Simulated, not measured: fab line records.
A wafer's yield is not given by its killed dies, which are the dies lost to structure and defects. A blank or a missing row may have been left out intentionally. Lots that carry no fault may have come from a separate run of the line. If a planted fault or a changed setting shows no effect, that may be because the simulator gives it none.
Which of the tools did it? :: flow sfq-line :: 42 wafers from 14 lots sampled at 4 of the route's 325 steps

== WHAT THE GAUGES SHOWED, per wafer ==
SFQ_M4_OVL_MEAS_926. Usual: for M4_OVL the level is 0 nm and the standard deviation is 6.
lot: L529
measured: day 36 10:54
on: overlay-01
M4_OVL (nm): 5 10 4
flag: 

lot: L530
measured: day 36 20:30
on: overlay-02
M4_OVL (nm): -1 -3 -2
flag: 

lot: L531
measured: day 36 22:00
on: overlay-02
M4_OVL (nm): 8 11 10
flag: 

lot: L532
measured: day 36 23:02
on: overlay-02
M4_OVL (nm): -6 -2 4
flag: 

lot: L533
measured: day 37 00:14
on: overlay-02
M4_OVL (nm): -5 -5 1
flag: 

lot: L534
measured: day 44 18:55
on: overlay-01
M4_OVL (nm): 2 6 11
flag: 

lot: L535
measured: day 45 05:43
on: overlay-02
M4_OVL (nm): -3 -6 -6
flag: 

lot: L536
measured: day 45 17:30
on: overlay-01
M4_OVL (nm): -11 -6 -15
flag: 

lot: L537
measured: day 46 06:41
on: overlay-01
M4_OVL (nm): -6 -3 -9
flag: 

lot: L544
measured: day 48 23:29
on: overlay-01
M4_OVL (nm): 4 -4 -1
flag: 

lot: L545
measured: day 49 01:53
on: overlay-01
M4_OVL (nm): 5 1 6
flag: 

lot: L546
measured: day 49 17:25
on: overlay-01
M4_OVL (nm): -3 -3 -1
flag: 

lot: L548
measured: day 50 04:20
on: overlay-01
M4_OVL (nm): -11 -8 -9
flag: 

lot: L551
measured: day 51 04:20
on: overlay-01
M4_OVL (nm): 1 3 0
flag: 

SFQ_JJ_RS_MEAS_929: measurement is done with a four-point probe. Usual: for JJ_NB_RS the level is 1.045 ohm/sq and the standard deviation is 0.011.
lot: L529
measured: day 37 04:49
on: film-metro-01
JJ_NB_RS (ohm/sq): 1.054 1.064 1.041
flag: 

lot: L530
measured: day 43 10:09
on: film-metro-01
JJ_NB_RS (ohm/sq): 1.067 1.056 1.071
flag: 

lot: L531
measured: day 43 12:33
on: film-metro-02
JJ_NB_RS (ohm/sq): 1.036 1.030 1.030
flag: 

lot: L532
measured: day 43 13:45
on: film-metro-04
JJ_NB_RS (ohm/sq): 1.067 1.055 1.060
flag: 

lot: L533
measured: day 43 14:59
on: film-metro-01
JJ_NB_RS (ohm/sq): 1.042 1.049 1.040
flag: 

lot: L534
measured: day 45 04:43
on: film-metro-02
JJ_NB_RS (ohm/sq): 1.038 1.036 1.048
flag: 

lot: L535
measured: day 51 08:54
on: film-metro-02
JJ_NB_RS (ohm/sq): 1.048 1.028 1.487
flag: OFF

lot: L536
measured: day 52 11:05
on: film-metro-02
JJ_NB_RS (ohm/sq): 1.035 1.034 1.027
flag: 

lot: L537
measured: day 52 18:15
on: film-metro-04
JJ_NB_RS (ohm/sq): 1.057 1.051 1.507
flag: OFF

lot: L544
measured: day 55 11:01
on: film-metro-04
JJ_NB_RS (ohm/sq): 1.050 1.038 1.037
flag: 

lot: L545
measured: day 55 14:37
on: film-metro-04
JJ_NB_RS (ohm/sq): 1.058 1.047 1.046
flag: 

lot: L546
measured: day 56 16:59
on: film-metro-01
JJ_NB_RS (ohm/sq): 1.059 1.058 1.064
flag: 

lot: L548
measured: day 57 07:22
on: film-metro-02
JJ_NB_RS (ohm/sq): 1.037 1.042 1.044
flag: 

lot: L551
measured: day 58 05:44
on: film-metro-04
JJ_NB_RS (ohm/sq): 1.067 1.050 1.050
flag: 

== WHAT TOOL EACH LOT RAN ON (gives the tool, then ch and the chambers of the sampled wafers, and finally the start) ==
lot: L529
SFQ_TRILAYER_M3_STRIP_STRIP_079: rie-metal-04 ch 0,1, day 29 00:28
SFQ_TRILAYER_JJ_TRILAYER_DEP_SPUTTER_112: pvd-sputter-03, day 37 04:44

lot: L530
SFQ_TRILAYER_M3_STRIP_STRIP_079: rie-metal-03 ch 0, day 29 10:04
SFQ_TRILAYER_JJ_TRILAYER_DEP_SPUTTER_112: pvd-sputter-03, day 43 10:04

lot: L531
SFQ_TRILAYER_M3_STRIP_STRIP_079: rie-metal-01 ch 0,1, day 29 19:40
SFQ_TRILAYER_JJ_TRILAYER_DEP_SPUTTER_112: pvd-sputter-05, day 43 12:28

lot: L532
SFQ_TRILAYER_M3_STRIP_STRIP_079: rie-metal-01 ch 0,1, day 30 01:43
SFQ_TRILAYER_JJ_TRILAYER_DEP_SPUTTER_112: pvd-sputter-06, day 43 13:40

lot: L533
SFQ_TRILAYER_M3_STRIP_STRIP_079: rie-metal-01 ch 0,1, day 30 10:23
SFQ_TRILAYER_JJ_TRILAYER_DEP_SPUTTER_112: pvd-sputter-03, day 43 14:52

lot: L534
SFQ_TRILAYER_M3_STRIP_STRIP_079: rie-metal-04 ch 0, day 31 10:15
SFQ_TRILAYER_JJ_TRILAYER_DEP_SPUTTER_112: pvd-sputter-06, day 45 04:38

lot: L535
SFQ_TRILAYER_M3_STRIP_STRIP_079: rie-metal-04 ch 0, day 31 19:51
SFQ_TRILAYER_JJ_TRILAYER_DEP_SPUTTER_112: pvd-sputter-06, day 51 08:49

lot: L536
SFQ_TRILAYER_M3_STRIP_STRIP_079: rie-metal-04 ch 0,1, day 32 06:40
SFQ_TRILAYER_JJ_TRILAYER_DEP_SPUTTER_112: pvd-sputter-05, day 52 10:57

lot: L537
SFQ_TRILAYER_M3_STRIP_STRIP_079: rie-metal-03 ch 0,1, day 32 20:41
SFQ_TRILAYER_JJ_TRILAYER_DEP_SPUTTER_112: pvd-sputter-06, day 52 18:09

lot: L544
SFQ_TRILAYER_M3_STRIP_STRIP_079: rie-metal-04 ch 0,1, day 35 20:43
SFQ_TRILAYER_JJ_TRILAYER_DEP_SPUTTER_112: pvd-sputter-05, day 55 10:55

lot: L545
SFQ_TRILAYER_M3_STRIP_STRIP_079: rie-metal-01 ch 0, day 36 06:43
SFQ_TRILAYER_JJ_TRILAYER_DEP_SPUTTER_112: pvd-sputter-03, day 55 14:31

lot: L546
SFQ_TRILAYER_M3_STRIP_STRIP_079: rie-metal-04 ch 0,1, day 36 21:55
SFQ_TRILAYER_JJ_TRILAYER_DEP_SPUTTER_112: pvd-sputter-05, day 56 16:55

lot: L548
SFQ_TRILAYER_M3_STRIP_STRIP_079: rie-metal-01 ch 0,1, day 37 12:27
SFQ_TRILAYER_JJ_TRILAYER_DEP_SPUTTER_112: pvd-sputter-05, day 57 07:18

lot: L551
SFQ_TRILAYER_M3_STRIP_STRIP_079: rie-metal-03 ch 0,1, day 38 17:15
SFQ_TRILAYER_JJ_TRILAYER_DEP_SPUTTER_112: pvd-sputter-05, day 58 05:39
- SFQ_TRILAYER_M3_STRIP_STRIP_079: strips in O2.
- SFQ_TRILAYER_JJ_TRILAYER_DEP_SPUTTER_112: material Nb, target thk 170 nm, time 113.3 s.

== AS READ BY THE TOOLS THEMSELVES (means over the sampled wafers that have a number; for cases with no such wafer, the mark the record gives instead) ==
SFQ_TRILAYER_M3_STRIP_STRIP_079. Usual: drypump-motor-current-A 5.53 A, standard deviation 0.13; oes-product-au 1.002 a.u., standard deviation 0.01.
lot: L529
tool: rie-metal-04
drypump-motor-current-A (A): 5.57
oes-product-au (a.u.): 0.998
flag: 

lot: L530
tool: rie-metal-03
drypump-motor-current-A (A): 5.21
oes-product-au (a.u.): 1.009
flag: 

lot: L531
tool: rie-metal-01
drypump-motor-current-A (A): 5.54
oes-product-au (a.u.): 1.011
flag: 

lot: L532
tool: rie-metal-01
drypump-motor-current-A (A): 5.45
oes-product-au (a.u.): 1.001
flag: 

lot: L533
tool: rie-metal-01
drypump-motor-current-A (A): 5.51
oes-product-au (a.u.): 1.012
flag: 

lot: L534
tool: rie-metal-04
drypump-motor-current-A (A): 5.58
oes-product-au (a.u.): 1.015
flag: 

lot: L535
tool: rie-metal-04
drypump-motor-current-A (A): 5.58
oes-product-au (a.u.): 1.005
flag: 

lot: L536
tool: rie-metal-04
drypump-motor-current-A (A): 5.56
oes-product-au (a.u.): 1.004
flag: 

lot: L537
tool: rie-metal-03
drypump-motor-current-A (A): 5.39
oes-product-au (a.u.): 1.017
flag: 

lot: L544
tool: rie-metal-04
drypump-motor-current-A (A): 5.57
oes-product-au (a.u.): 1.006
flag: 

lot: L545
tool: rie-metal-01
drypump-motor-current-A (A): 5.43
oes-product-au (a.u.): 0.997
flag: 

lot: L546
tool: rie-metal-04
drypump-motor-current-A (A): 5.57
oes-product-au (a.u.): 1.003
flag: 

lot: L548
tool: rie-metal-01
drypump-motor-current-A (A): 5.52
oes-product-au (a.u.): 0.994
flag: 

lot: L551
tool: rie-metal-03
drypump-motor-current-A (A): 5.39
oes-product-au (a.u.): 1.001
flag: 

SFQ_TRILAYER_JJ_TRILAYER_DEP_SPUTTER_112. Usual: throttle-valve-pct at 29.3 %, with a standard deviation of 1.1.
lot: L529
tool: pvd-sputter-03
throttle-valve-pct (%): 28.9
flag: 

lot: L530
tool: pvd-sputter-03
throttle-valve-pct (%): 30.2
flag: 

lot: L531
tool: pvd-sputter-05
throttle-valve-pct (%): 29.6
flag: 

lot: L532
tool: pvd-sputter-06
throttle-valve-pct (%): 28.7
flag: 

lot: L533
tool: pvd-sputter-03
throttle-valve-pct (%): 29.8
flag: 

lot: L534
tool: pvd-sputter-06
throttle-valve-pct (%): 28.7
flag: 

lot: L535
tool: pvd-sputter-06
throttle-valve-pct (%): 29.2
flag: 

lot: L536
tool: pvd-sputter-05
throttle-valve-pct (%): 29.0
flag: 

lot: L537
tool: pvd-sputter-06
throttle-valve-pct (%): 29.3
flag: 

lot: L544
tool: pvd-sputter-05
throttle-valve-pct (%): 29.4
flag: 

lot: L545
tool: pvd-sputter-03
throttle-valve-pct (%): 29.2
flag: 

lot: L546
tool: pvd-sputter-05
throttle-valve-pct (%): 28.9
flag: 

lot: L548
tool: pvd-sputter-05
throttle-valve-pct (%): 29.7
flag: 

lot: L551
tool: pvd-sputter-05
throttle-valve-pct (%): 28.9
flag: 

== THE ANSWER, worked out from the rows above alone ==
Rule: a lot counts as off when the mean over its wafers that have a number is more than 3 standard deviations away from the usual mean. A lot without any number at a reading at which 4 lots or more have one is off too. Any other lot the step has rows for is counted as sound. First the gauges in route order, then the tools' own readings, where a lot's mean is used as printed above. At the first step where some lot is off, the reading lying furthest off is the one used; lots without a number count as furthest.
Off: L535, L537, at SFQ_JJ_RS_MEAS_929 (JJ_NB_RS).
If a tool, at a process step before that reading, ran all the lots that are off and no sound lot after the first of them, it fits. Those tools and the gauges at SFQ_JJ_RS_MEAS_929 are tried in the same way. One fits: SFQ_TRILAYER_JJ_TRILAYER_DEP_SPUTTER_112 on pvd-sputter-06. Its last sound lot is L534 (day 45 04:38), its first lot that is off L535 (day 51 08:49): a fault that began between those two fits.

== WHAT THE SIMULATOR HAD PUT IN ==
Site profile drift: pvd-sputter-06, from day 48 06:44 on, at SFQ_TRILAYER_JJ_TRILAYER_DEP_SPUTTER_112. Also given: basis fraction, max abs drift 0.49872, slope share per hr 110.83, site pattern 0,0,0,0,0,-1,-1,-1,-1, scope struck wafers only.
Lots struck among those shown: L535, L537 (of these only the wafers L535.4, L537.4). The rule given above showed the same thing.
